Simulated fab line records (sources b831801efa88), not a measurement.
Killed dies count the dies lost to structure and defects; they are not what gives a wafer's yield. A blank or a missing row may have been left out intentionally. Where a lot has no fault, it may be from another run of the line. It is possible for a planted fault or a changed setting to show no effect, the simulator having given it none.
fab line records | flow sky130
record lots=12 | wafers=36 | last-day=50
route steps=708 shown LI_CONTACT@377 PAD_OPEN@708
lots with no fault: from the same line, run without faults
start-h: hours from the record's first day to the start of the lot's first wafer shown | wait-h: hours from the lot's prior step to this one | " repeats the value in the row above | L1.1+2: one row covering several wafers at once | - either no value or no given start | * or withheld: withheld | < > ~ a bound
route shown NAME@n: a module of which the file shows steps, and the number in the route of the first | usual: mean/standard deviation taken from wafers without a fault | same: alike in all rows | chamber/n: place in a boat | sites: per-site readings | _std_site: their standard deviation | _edge_site: mean of outer sites minus mean of inner sites | radius-mm: for every site, how far away it sits from the centre of the wafer | mask NAME#n: copy n | behind: tool/chamber where the wafer was last shaped | hold: reason for holding the lot/hours on hold/outcome of the hold | device: which transistor (n, p or np) failed to switch | end of line: the same wafers' tests at the end of the route | a step with no rows: only its recipe | killed: count of dies lost to structure and defects at first sort (not the wafer's yield) | map: a wafer's dies, x killed, . not, _ none there
set.NAME: the run value of the setting; set.NAME@STEP: its run value at that earlier step | model.NAME: the simulator's own value behind a step, which no gauge read
the route's steps for a sample of lots (tables are steps, rows are wafers)
services: from which hour (start-h, from the record's first day; less than 0 if before it) a tool's chamber was out of use, for how many hours, and why
## steps
# step SKY_LI_CONTACT_ETCH_15
# recipe target=PSG | chemistry=C4F8/O2/Ar | stop-on=Si | taper-deg=4.15 | mask-material=KrF-thick | source-w=1500 | bias-w=1200 | pressure-mtorr=40 | c4f8-flow-sccm=withheld | O2_flow_sccm=6 | Ar_flow_sccm=300 | time-s=withheld | target-depth-a=6000
# usual oes-product-au=0.837/0.005 | rf-fwd-power-W=1493/4.8
lot.wafer | tool        | chamber | start-h | wait-h | oes-product-au | rf-fwd-power-W
L738.3    | rie-diel-03 | 0       | 676.43  | 0.0    | 0.834          | 1493
L738.5    | "           | 2       | "       | "      | 0.835          | 1491
L738.6    | "           | 3       | "       | "      | 0.837          | 1497
L739.2    | rie-diel-01 | 0       | 679.08  | 0.0    | 0.840          | 1496
L739.4    | "           | 1       | "       | "      | 0.838          | 1489
L739.6    | "           | 1       | "       | "      | 0.841          | 1487
L740.1    | rie-diel-01 | 2       | 692.88  | 0.0    | 0.840          | 1491
L740.4    | "           | 1       | "       | "      | 0.841          | 1497
L740.5    | "           | 0       | "       | "      | 0.833          | 1498
L741.1    | rie-diel-01 | 1       | 700.18  | 0.0    | 0.843          | 1484
L741.4    | "           | 3       | "       | "      | 0.833          | 1494
L741.5    | "           | 3       | "       | "      | 0.840          | 1494
L743.1    | rie-diel-02 | 1       | 715.92  | 0.0    | 0.841          | 1491
L743.3    | "           | 3       | "       | "      | 0.829          | 1491
L743.4    | "           | 1       | "       | "      | 0.824          | 1486
L744.3    | rie-diel-03 | 2       | 724.77  | 0.0    | 0.832          | 1495
L744.4    | "           | 3       | "       | "      | 0.832          | 1490
L744.6    | "           | 3       | "       | "      | 0.840          | 1496
L745.3    | rie-diel-01 | 0       | 733.02  | 0.0    | 0.842          | 1490
L745.4    | "           | 2       | "       | "      | 0.839          | 1491
L745.6    | "           | 1       | "       | "      | 0.838          | 1484
L754.2    | rie-diel-03 | 1       | 805.83  | 0.0    | 0.832          | 1487
L754.3    | "           | 0       | "       | "      | 0.830          | 1491
L754.4    | "           | 2       | "       | "      | 0.836          | 1493
L757.3    | rie-diel-01 | 0       | 862.12  | 0.0    | 0.830          | 1499
L757.4    | "           | 3       | "       | "      | 0.833          | 1492
L757.6    | "           | 1       | "       | "      | 0.826          | 1489
L758.1    | rie-diel-01 | 1       | 863.27  | 0.0    | 0.842          | 1491
L758.3    | "           | 2       | "       | "      | 0.840          | 1493
L758.6    | "           | 3       | "       | "      | 0.833          | 1494
L756.2    | rie-diel-01 | 0       | 864.93  | 0.0    | 0.843          | 1493
L756.5    | "           | 1       | "       | "      | 0.833          | 1488
L756.6    | "           | 0       | "       | "      | 0.844          | 1495
L759.2    | rie-diel-02 | 2       | 869.62  | 0.0    | 0.835          | 1496
L759.3    | "           | 3       | "       | "      | 0.826          | 1496
L759.4    | "           | 1       | "       | "      | 0.834          | 1490
# step SKY_LI_CONTACT_STRIP_16
# recipe chemistry=O2/N2 | power-w=1400 | pressure-mtorr=1500 | platen-temp-c=withheld | o2-flow-sccm=3000 | n2-flow-sccm=300 | overash-fraction=0.5
# usual drypump-motor-current-A=6.1/0.5 | oes-product-au=0.375/0.0044 | strip-time-to-endpoint-s=3.49/0.042
lot.wafer | tool            | chamber | start-h | wait-h | drypump-motor-current-A | oes-product-au | rf-hours-counter-h | strip-time-to-endpoint-s
L738.3    | plasma-asher-01 | 0       | 676.55  | -      | 5.8                     | 0.365          | -                  | 3.43
L738.5    | "               | 0       | "       | "      | 5.8                     | 0.373          | -                  | 3.49
L738.6    | "               | 1       | "       | "      | 6.5                     | 0.379          | -                  | 3.53
L739.2    | plasma-asher-04 | 0       | 679.17  | -      | 6.5                     | 0.376          | 56                 | 3.48
L739.4    | "               | 0       | "       | "      | 6.5                     | 0.366          | -                  | 3.47
L739.6    | "               | 1       | "       | "      | 5.4                     | 0.377          | -                  | 3.46
L740.1    | plasma-asher-04 | 1       | 692.97  | -      | 5.4                     | 0.377          | 57                 | 3.44
L740.4    | "               | 0       | "       | "      | 6.4                     | 0.373          | -                  | 3.48
L740.5    | "               | 1       | "       | "      | 5.4                     | 0.371          | -                  | 3.45
L741.1    | plasma-asher-03 | 1       | 700.27  | -      | 5.4                     | 0.370          | 87                 | 3.44
L741.4    | "               | 1       | "       | "      | 5.5                     | 0.375          | -                  | 3.47
L741.5    | "               | 1       | "       | "      | 5.5                     | 0.380          | -                  | 3.47
L743.1    | plasma-asher-01 | 1       | 716.00  | -      | 6.5                     | 0.382          | 105                | 3.52
L743.3    | "               | 0       | "       | "      | 5.8                     | 0.373          | -                  | 3.54
L743.4    | "               | 1       | "       | "      | 6.5                     | 0.378          | -                  | 3.47
L744.3    | plasma-asher-01 | 1       | 724.89  | -      | 6.4                     | 0.371          | -                  | 3.51
L744.4    | "               | 0       | "       | "      | 5.8                     | 0.373          | -                  | 3.53
L744.6    | "               | 0       | "       | "      | 5.8                     | 0.385          | -                  | 3.53
L745.3    | plasma-asher-03 | 1       | 733.14  | -      | 5.5                     | 0.372          | -                  | 3.42
L745.4    | "               | 0       | "       | "      | 6.7                     | 0.381          | -                  | 3.45
L745.6    | "               | 1       | "       | "      | 5.5                     | 0.379          | -                  | 3.45
L754.2    | plasma-asher-01 | 1       | 805.92  | -      | 6.4                     | 0.378          | 6                  | 3.47
L754.3    | "               | 0       | "       | "      | 5.8                     | 0.396          | -                  | 3.91
L754.4    | "               | 1       | "       | "      | 6.5                     | 0.375          | -                  | 3.51
L757.3    | plasma-asher-01 | 1       | 862.24  | -      | 6.5                     | 0.378          | -                  | 3.49
L757.4    | "               | 0       | "       | "      | 5.8                     | 0.376          | -                  | 3.53
L757.6    | "               | 1       | "       | "      | 6.5                     | 0.370          | -                  | 3.46
L758.1    | plasma-asher-04 | 1       | 863.36  | -      | 5.3                     | 0.375          | 71                 | 3.38
L758.3    | "               | 1       | "       | "      | 5.4                     | 0.377          | -                  | 3.45
L758.6    | "               | 1       | "       | "      | 5.4                     | 0.375          | -                  | 3.53
L756.2    | plasma-asher-04 | 0       | 865.02  | -      | 6.5                     | 0.373          | 71                 | 3.43
L756.5    | "               | 1       | "       | "      | 5.3                     | 0.369          | -                  | 3.43
L756.6    | "               | 0       | "       | "      | 6.5                     | 0.376          | -                  | 3.45
L759.2    | plasma-asher-01 | 1       | 869.71  | -      | 6.5                     | 0.376          | 13                 | 3.39
L759.3    | "               | 1       | "       | "      | 6.5                     | 0.382          | -                  | 3.56
L759.4    | "               | 0       | "       | "      | 5.8                     | 0.371          | -                  | 3.54
# step SKY_LI_CONTACT_SPUTTER_19
# recipe material=Ti | target-thk-nm=20 | chamber-pressure-pa=5 | power-w=2500 | substrate-temp-c=200 | time-s=106.37
# usual substrate-temp-c=200.02/0.16 | throttle-valve-pct=30.3/0.85
lot.wafer | tool           | chamber | start-h | wait-h | substrate-temp-c | throttle-valve-pct
L738.3    | pvd-sputter-02 | -       | 676.81  | 0.0    | 200.07           | 30.7
L738.5    | "              | -       | "       | "      | 199.79           | 29.0
L738.6    | "              | -       | "       | "      | 200.15           | 29.6
L739.2    | pvd-sputter-01 | -       | 679.46  | 0.0    | 200.16           | 31.3
L739.4    | "              | -       | "       | "      | 200.14           | 31.0
L739.6    | "              | -       | "       | "      | 200.17           | 29.4
L740.1    | pvd-sputter-02 | -       | 693.26  | 0.0    | 199.74           | 29.0
L740.4    | "              | -       | "       | "      | 200.22           | 31.3
L740.5    | "              | -       | "       | "      | 199.97           | 29.6
L741.1    | pvd-sputter-01 | -       | 700.56  | 0.0    | 199.93           | 30.7
L741.4    | "              | -       | "       | "      | 200.23           | 29.2
L741.5    | "              | -       | "       | "      | 200.00           | 29.0
L743.1    | pvd-sputter-01 | -       | 716.30  | 0.0    | 199.97           | 31.0
L743.3    | "              | -       | "       | "      | 200.14           | 30.4
L743.4    | "              | -       | "       | "      | 199.92           | 29.3
L744.3    | pvd-sputter-01 | -       | 725.17  | 0.0    | 200.04           | 31.2
L744.4    | "              | -       | "       | "      | 200.03           | 30.4
L744.6    | "              | -       | "       | "      | 199.83           | 31.4
L745.3    | pvd-sputter-04 | -       | 733.40  | 0.0    | 199.76           | 30.9
L745.4    | "              | -       | "       | "      | 199.72           | 29.3
L745.6    | "              | -       | "       | "      | 199.80           | 30.7
L754.2    | pvd-sputter-01 | -       | 806.23  | 0.0    | 199.99           | 30.3
L754.3    | "              | -       | "       | "      | 199.75           | 29.0
L754.4    | "              | -       | "       | "      | 200.19           | 31.1
L757.3    | pvd-sputter-01 | -       | 862.50  | 0.0    | 200.03           | 28.8
L757.4    | "              | -       | "       | "      | 199.96           | 31.2
L757.6    | "              | -       | "       | "      | 199.97           | 30.4
L758.1    | pvd-sputter-01 | -       | 863.65  | 0.0    | 199.88           | 28.9
L758.3    | "              | -       | "       | "      | 200.01           | 30.6
L758.6    | "              | -       | "       | "      | 199.82           | 30.2
L756.2    | pvd-sputter-01 | -       | 865.31  | 0.0    | 200.09           | 31.4
L756.5    | "              | -       | "       | "      | 200.01           | 31.1
L756.6    | "              | -       | "       | "      | 200.02           | 31.0
L759.2    | pvd-sputter-02 | -       | 870.00  | 0.0    | 200.12           | 29.7
L759.3    | "              | -       | "       | "      | 200.05           | 31.3
L759.4    | "              | -       | "       | "      | 200.30           | 28.9
# step SKY_LI_CONTACT_SPUTTER_20
# recipe material=TiN | target-thk-nm=20 | chamber-pressure-pa=5 | power-w=4000 | time-s=80
# usual throttle-valve-pct=30.3/0.85
lot.wafer | tool           | chamber | start-h | wait-h | throttle-valve-pct
L738.3    | pvd-sputter-02 | -       | 676.89  | 0.0    | 30.7
L738.5    | "              | -       | "       | "      | 29.0
L738.6    | "              | -       | "       | "      | 29.5
L739.2    | pvd-sputter-01 | -       | 679.54  | 0.0    | 31.4
L739.4    | "              | -       | "       | "      | 31.1
L739.6    | "              | -       | "       | "      | 29.3
L740.1    | pvd-sputter-02 | -       | 693.34  | 0.0    | 28.8
L740.4    | "              | -       | "       | "      | 31.7
L740.5    | "              | -       | "       | "      | 29.7
L741.1    | pvd-sputter-01 | -       | 700.64  | 0.0    | 31.1
L741.4    | "              | -       | "       | "      | 29.5
L741.5    | "              | -       | "       | "      | 29.1
L743.1    | pvd-sputter-01 | -       | 716.38  | 0.0    | 31.1
L743.3    | "              | -       | "       | "      | 30.2
L743.4    | "              | -       | "       | "      | 29.3
L744.3    | pvd-sputter-01 | -       | 725.24  | 0.0    | 31.0
L744.4    | "              | -       | "       | "      | 30.5
L744.6    | "              | -       | "       | "      | 31.4
L745.3    | pvd-sputter-04 | -       | 733.48  | 0.0    | 30.9
L745.4    | "              | -       | "       | "      | 29.4
L745.6    | "              | -       | "       | "      | 31.0
L754.2    | pvd-sputter-01 | -       | 806.31  | 0.0    | 30.2
L754.3    | "              | -       | "       | "      | 29.2
L754.4    | "              | -       | "       | "      | 31.3
L757.3    | pvd-sputter-01 | -       | 862.58  | 0.0    | 29.1
L757.4    | "              | -       | "       | "      | 31.1
L757.6    | "              | -       | "       | "      | 30.3
L758.1    | pvd-sputter-01 | -       | 863.73  | 0.0    | 29.3
L758.3    | "              | -       | "       | "      | 30.3
L758.6    | "              | -       | "       | "      | 30.6
L756.2    | pvd-sputter-01 | -       | 865.39  | 0.0    | 31.3
L756.5    | "              | -       | "       | "      | 31.0
L756.6    | "              | -       | "       | "      | 31.1
L759.2    | pvd-sputter-02 | -       | 870.08  | 0.0    | 29.7
L759.3    | "              | -       | "       | "      | 31.3
L759.4    | "              | -       | "       | "      | 28.9
# step SKY_LI_CONTACT_THK_MEAS_23
# recipe thk-meas-gauge=xrf | reads=W_of_LI_CONTACT_CVD_21
# usual LI_CONTACT_W_THK=410/8.8
lot.wafer | tool          | chamber | start-h | wait-h | LI_CONTACT_W_THK[nm]
L738.3    | film-metro-04 | -       | 677.21  | 0.1    | 418
L738.5    | "             | -       | "       | "      | 417
L738.6    | "             | -       | "       | "      | 403
L739.2    | film-metro-02 | -       | 679.85  | 0.1    | 426
L739.4    | "             | -       | "       | "      | 426
L739.6    | "             | -       | "       | "      | 424
L740.1    | film-metro-04 | -       | 693.64  | 0.1    | 411
L740.4    | "             | -       | "       | "      | 412
L740.5    | "             | -       | "       | "      | 413
L741.1    | film-metro-04 | -       | 700.95  | 0.1    | 411
L741.4    | "             | -       | "       | "      | 396
L741.5    | "             | -       | "       | "      | 407
L743.1    | film-metro-04 | -       | 716.68  | 0.1    | 393
L743.3    | "             | -       | "       | "      | 396
L743.4    | "             | -       | "       | "      | 399
L744.3    | film-metro-04 | -       | 725.57  | 0.1    | 406
L744.4    | "             | -       | "       | "      | 411
L744.6    | "             | -       | "       | "      | 405
L745.3    | film-metro-04 | -       | 733.80  | 0.1    | 419
L745.4    | "             | -       | "       | "      | 399
L745.6    | "             | -       | "       | "      | 415
L754.2    | film-metro-02 | -       | 806.62  | 0.1    | 423
L754.3    | "             | -       | "       | "      | 422
L754.4    | "             | -       | "       | "      | 422
L757.3    | film-metro-04 | -       | 862.90  | 0.1    | 403
L757.4    | "             | -       | "       | "      | 408
L757.6    | "             | -       | "       | "      | 413
L758.1    | film-metro-04 | -       | 864.03  | 0.1    | 410
L758.3    | "             | -       | "       | "      | 409
L758.6    | "             | -       | "       | "      | 411
L756.2    | film-metro-03 | -       | 865.71  | 0.1    | 412
L756.5    | "             | -       | "       | "      | 414
L756.6    | "             | -       | "       | "      | 406
L759.2    | film-metro-04 | -       | 870.39  | 0.1    | 411
L759.3    | "             | -       | "       | "      | 406
L759.4    | "             | -       | "       | "      | 405
# step SKY_PAD_OPEN_PROBE_99
# usual killed_at_M0_to_M3=43/6.8 | killed_at_M4_up=3.2/1.9 | killed-at-contacts=24/5 | killed-at-front-end=16/4.9 | killed-at-other=0.4/0.76 | killed-dies=87/10 | killed-open=47/7.3 | killed-short=39/6.2
# same gross-dies=492 | killed-at-back-side=0
lot.wafer | tool      | chamber | start-h | wait-h | killed_at_M0_to_M3 | killed_at_M4_up | killed-at-contacts | killed-at-front-end | killed-at-other | killed-dies | killed-open | killed-short
L739.2    | prober-02 | -       | 1077.75 | 0.1    | 44                 | 1               | 27                 | 16                  | 0               | 88          | 50          | 38
L739.4    | prober-02 | -       | 1077.85 | 0.2    | 45                 | 5               | 18                 | 19                  | 0               | 87          | 44          | 43
L739.6    | prober-02 | -       | 1077.95 | 0.2    | 43                 | 0               | 23                 | 18                  | 1               | 85          | 44          | 41
L754.3    | prober-01 | -       | 1165.31 | 0.2    | 40                 | 1               | 35                 | 15                  | 1               | 92          | 48          | 38
# killed by level:class
L739.2 LI_CONTACT:geometric-particle:open=11 VIA1:geometric-particle:open=9 VIA2:geometric-particle:open=9 POLY_GATE:geometric-particle:open=5 LI_CONTACT:geometric-particle:short=5 LOCAL_INTERCONNECT:geometric-particle:short=5 METAL2:geometric-particle:short=5 VIA1:geometric-particle:short=5
L739.4 VIA1:geometric-particle:open=12 CONTACT:geometric-particle:open=7 VIA1:geometric-particle:short=7 VIA3:geometric-particle:open=7 METAL1:geometric-particle:short=6 POLY_GATE:geometric-particle:open=5 LI_CONTACT:geometric-particle:open=5 FIELD_ISO:geometric-particle:short=4
L739.6 VIA1:geometric-particle:open=15 POLY_GATE:geometric-particle:short=12 CONTACT:geometric-particle:open=11 LI_CONTACT:geometric-particle:open=5 VIA1:geometric-particle:short=5 VIA2:geometric-particle:open=4 METAL1:geometric-particle:short=4 METAL2:geometric-particle:short=4
L754.3 VIA1:geometric-particle:open=12 METAL2:geometric-particle:short=9 LI_CONTACT:geometric-particle:open=7 CONTACT:geometric-particle:open=7 CONTACT:geometric-particle:short=7 LI_CONTACT:area-etch=6 METAL3:geometric-particle:short=5 POLY_GATE:geometric-particle:open=4
## services
tool            | chamber | start-h | hours | kind
pvd-sputter-04  | -       | 670.41  | 0.5   | repair
plasma-asher-03 | -       | 679.48  | 0.5   | repair
rie-diel-03     | -       | 683.91  | 0.3   | repair
rie-diel-02     | 0       | 692.55  | 27.0  | repair
pvd-sputter-01  | 2       | 707.06  | -     | consumable-replace:kit
pvd-sputter-01  | 2       | 707.06  | 18.0  | scheduled-down
rie-diel-01     | -       | 726.57  | 1.0   | repair
pvd-sputter-02  | -       | 732.71  | 4.8   | repair
plasma-asher-01 | -       | 733.75  | 9.0   | pm
rie-diel-01     | 0       | 736.85  | 9.9   | repair
rie-diel-01     | 2       | 742.44  | 2.6   | repair
rie-diel-02     | 3       | 768.92  | 11.6  | repair
rie-diel-01     | -       | 777.95  | 1.2   | repair
pvd-sputter-01  | -       | 779.11  | 12.4  | repair
rie-diel-02     | 1       | 800.10  | 1.3   | repair
rie-diel-01     | 0       | 801.21  | 7.3   | repair
plasma-asher-04 | -       | 822.83  | 26.3  | repair
plasma-asher-03 | -       | 823.49  | 0.8   | repair
rie-diel-02     | 3       | 823.65  | 17.4  | repair
rie-diel-03     | 0       | 828.18  | 4.8   | repair
plasma-asher-04 | -       | 830.65  | 1.9   | repair
pvd-sputter-04  | -       | 848.46  | 4.0   | repair
pvd-sputter-04  | -       | 848.78  | 3.6   | repair
plasma-asher-04 | -       | 849.17  | 2.8   | pm
## key
first-sign step=SKY_LI_CONTACT_STRIP_16 | reading=strip-time-to-endpoint-s | direction=up | sigmas=10 | usual=* | struck=*
effect step=SKY_LI_CONTACT_STRIP_16 | reading=oes-product-au | direction=up | sigmas=4.7 | usual=0.375 | struck=0.396
met-at SKY_LI_CONTACT_ETCH_15
struck-lots L754
struck-wafers L754.3
tester-left-out L754
not-acting-at SKY_LI_CONTACT_SPUTTER_19,SKY_LI_CONTACT_SPUTTER_20,SKY_LI_CONTACT_THK_MEAS_23
onset-between 676.43 805.83
fault kind=process-parameter-drift | tool=rie-diel-03 | chamber=0 | onset-h=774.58 | steps=SKY_LI_CONTACT_ETCH_15 | channel=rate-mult | offset=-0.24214 | shape=step | end-h=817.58
# tester-left-out: of these lots the tester's yield and bins aren't shown, on N5 and GAA mostly nor the transistor test; their killed dies are dies lost to structure and defects alone, not to doping, threshold or leakage, so they don't give the yield
